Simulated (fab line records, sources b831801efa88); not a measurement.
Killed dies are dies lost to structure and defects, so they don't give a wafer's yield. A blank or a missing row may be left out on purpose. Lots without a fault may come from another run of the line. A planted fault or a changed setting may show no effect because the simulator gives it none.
Chamber matching | flow gf180mcu | GF_CONTACT_CMP_27 on cmp-01: 4 sister chambers
The step polishes, stops on SiO2, t overpolish 15 s, target thk 0 nm. 8 wafers are shown with their chamber, then 8 later ones without.

WAFERS WITH THEIR CHAMBER
wafer  | chamber | motor_current_A (A) | time_to_endpoint_s (s)
L660.1 | 1       | 12.0                | 68
L675.3 | 3       | 12.3                | 75
L674.3 | 0       | 11.3                | 70
L674.6 | 2       | 10.9                | 70
L676.2 | 0       | 11.2                | 68
L676.3 | 3       | 11.6                | 67
L676.5 | 2       | 11.6                | 73
L677.2 | 1       | 12.3                | 68

WAFERS WITHOUT THEIR CHAMBER
wafer  | motor_current_A (A) | time_to_endpoint_s (s)
L677.5 | 12.5                | 69
L677.6 | 11.1                | 74
L679.2 | 11.9                | 74
L679.3 | 11.2                | 76
L679.6 | 12.2                | 72
L681.2 | 11.5                | 76
L681.3 | 11.9                | 76
L681.4 | 11.6                | 74

WHICH CHAMBER EACH WENT THROUGH
wafer  | from the rows above               | in truth
L677.5 | can't be placed: 1 or 3           | 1
L677.6 | can't be placed: 2 or 0 or 3      | 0
L679.2 | can't be placed: 3 or 2 or 1 or 0 | 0
L679.3 | can't be placed: 2 or 0 or 3      | 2
L679.6 | can't be placed: 3 or 1 or 2      | 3
L681.2 | can't be placed: 2 or 3 or 0 or 1 | 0
L681.3 | can't be placed: 3 or 2 or 1 or 0 | 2
L681.4 | can't be placed: 2 or 3 or 0 or 1 | 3
Placed correctly: 0 of 8. Can't be placed from these rows: 8 (the true chamber is among the candidates in 8). Placed wrongly: 0.
How it was worked out, from the rows above alone: a wafer's distance from a chamber is the root of the sum, over the readings, of the square of ((its reading less the chamber's mean) divided by the reading's scatter). The wafer belongs to the nearest chamber; if the next one is less than 2 further off, it can't be placed. A chamber's mean is the mean of its shown wafers. The scatter: the root of (the sum of the squares of (reading less its chamber's mean) over the shown wafers, divided by (wafers less chambers)).
